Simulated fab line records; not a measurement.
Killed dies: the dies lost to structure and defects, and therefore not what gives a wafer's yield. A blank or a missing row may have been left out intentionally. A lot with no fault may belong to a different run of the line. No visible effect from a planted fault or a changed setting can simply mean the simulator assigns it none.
The tool behind it: which one?	flow sky130	14 lots with 42 wafers sampled at 4 steps, on a route of 708 steps

## WHAT EACH GAUGE READ, for each wafer
SKY_RES_PROTECT_TW_MEAS_08.
lot	measured	on	POLY_GATE_TW
L369	day 15 15:11	film-metro-03	4006 3989 4011
L370	day 16 06:44	film-metro-04	3976 3983 3975
L371	day 16 06:52	film-metro-01	4123 4133 4109
L372	day 16 12:03	film-metro-03	3999 4003 4018
L373	day 17 08:29	film-metro-04	4017 4028 4029
L374	day 17 17:41	film-metro-01	4113 4082 4141
L378	day 18 19:04	film-metro-01	4076 4083 4069
L380	day 19 14:14	film-metro-01	4115 4115 4099
L381	day 20 02:22	film-metro-03	4043 4022 4004
L382	day 20 16:20	film-metro-03	3990 4013 4014
L383	day 20 17:34	film-metro-03	4022 3999 4004
L386	day 21 08:26	film-metro-01	4088 4089 4080
L390	day 22 13:49	film-metro-03	4021 4017 4000
L391	day 23 01:37	film-metro-01	4119 4122 4134

SKY_LDD_P_OVL_MEAS_08.
lot	measured	on	LDD_P_OVL (nm)
L369	day 19 12:41	overlay-01	0.5 -0.4 0.8
L370	day 20 08:50	overlay-01	-1.4 -2.2 -1.7
L371	day 20 06:19	overlay-01	1.8 0.5 0.5
L372	day 20 15:55	overlay-01	-0.1 0.1 0.9
L373	day 21 10:20	overlay-01	1.2 -0.5 1.6
L374	day 21 19:50	overlay-01	0.2 -0.6 0.1
L378	day 22 20:55	overlay-01	1.7 2.4 0.5
L380	day 23 14:16	overlay-02	1.7 0.5 0.2
L381	day 24 01:08	overlay-02	-0.1 -0.9 -2.5
L382	day 24 15:07	overlay-01	-0.2 0.4 1.1
L383	day 24 16:38	overlay-02	1.0 2.2 0.4
L386	day 25 07:59	overlay-02	-0.8 -0.6 -1.1
L390	day 26 10:37	overlay-01	-0.5 -0.1 1.5
L391	day 26 22:35	overlay-02	-1.8 -1.4 -1.0

SKY_LDD_HVP_OVL_MEAS_07.
lot	measured	on	LDD_HVP_OVL (nm)
L369	day 22 02:11	overlay-02	-0.3 -1.0 0.1
L370	day 22 22:13	overlay-01	1.3 -1.1 -0.1
L371	day 22 18:46	overlay-01	0.3 1.2 0.7
L372	day 23 04:20	overlay-02	-0.1 -0.6 0.7
L373	day 23 22:13	overlay-02	-2.3 -0.8 -0.1
L374	day 24 07:08	overlay-02	-2.0 -1.5 -1.4
L378	day 25 08:23	overlay-01	0.2 0.3 0.0
L380	day 26 01:23	overlay-01	- - -
L381	day 26 11:37	overlay-02	- - -
L382	day 27 01:52	overlay-02	-0.2 -2.3 -0.9
L383	day 27 04:13	overlay-01	0.7 -0.1 0.0
L386	day 27 18:13	overlay-01	-1.0 -0.5 1.2
L390	day 28 19:55	overlay-02	-1.6 -1.5 -1.5
L391	day 29 08:46	overlay-02	0.1 0.8 -0.3

## WHICH TOOL RAN EACH LOT (tool, then ch and the chambers of the sampled wafers, then the start)
lot	SKY_LDD_HVP_DEVELOP_06
L369	litho-track-01 ch 0, day 22 02:04
L370	litho-track-04 ch 0, day 22 22:04
L371	litho-track-02 ch 0, day 22 18:37
L372	litho-track-01 ch 0, day 23 04:13
L373	litho-track-02 ch 0, day 23 22:05
L374	litho-track-02 ch 0, day 24 07:01
L378	litho-track-01 ch 0, day 25 08:14
L380	litho-track-01, day 26 01:16
L381	litho-track-04, day 26 11:28
L382	litho-track-02 ch 0, day 27 01:43
L383	litho-track-02 ch 0, day 27 04:04
L386	litho-track-04 ch 0, day 27 18:07
L390	litho-track-04 ch 0, day 28 19:46
L391	litho-track-02 ch 0, day 29 08:37
- SKY_LDD_HVP_DEVELOP_06: develop time 60 s.

## AS READ BY THE TOOLS THEMSELVES (means over the sampled wafers that have a number; for cases with no such wafer, the mark the record gives instead)
SKY_LDD_HVP_DEVELOP_06.
lot	tool	chill-plate-temp-C (C)
L369	litho-track-01	23.02
L370	litho-track-04	23.10
L371	litho-track-02	22.89
L372	litho-track-01	23.15
L373	litho-track-02	23.06
L374	litho-track-02	22.99
L378	litho-track-01	23.00
L380	litho-track-01	-
L381	litho-track-04	-
L382	litho-track-02	22.94
L383	litho-track-02	22.94
L386	litho-track-04	22.98
L390	litho-track-04	23.02
L391	litho-track-02	23.08

## THE ANSWER, worked out from the rows above alone
Rule: what is usual is taken from the lots themselves. The widest of any qualifying gaps counts: lots, ordered by their means at a reading, are off when they make up no more than a third of the lots, leave a main group of 4 or more, and stand apart from it by 3 or more times the standard deviation of that group's means. Not used: any main group whose means are identical at the precision the tables above print for the reading. Also off: a lot with no number at a reading for which 4 or more lots have one. Any other lot the step has rows for is counted as sound. The gauges are gone through in route order, then the tools' own readings, and for those a lot's mean is taken as printed above. At the first step where some lot is off, the reading lying furthest off is the one used; lots without a number count as furthest.
Off: at SKY_LDD_HVP_OVL_MEAS_07 (LDD_HVP_OVL), L380, L381. Without a number there: L380, L381. The main group has a mean of -0.4 nm with a standard deviation of 0.74.
A tool fits if, at a process step before that reading, it ran every lot that is off, and no sound lot after the first of them. Not tried: the gauges at SKY_LDD_HVP_OVL_MEAS_07; whatever is off there is also off at SKY_LDD_HVP_DEVELOP_06, on other tools, and gauge error can't account for it. Of those tried, none fits.

## WHAT THE SIMULATOR HAD INSERTED
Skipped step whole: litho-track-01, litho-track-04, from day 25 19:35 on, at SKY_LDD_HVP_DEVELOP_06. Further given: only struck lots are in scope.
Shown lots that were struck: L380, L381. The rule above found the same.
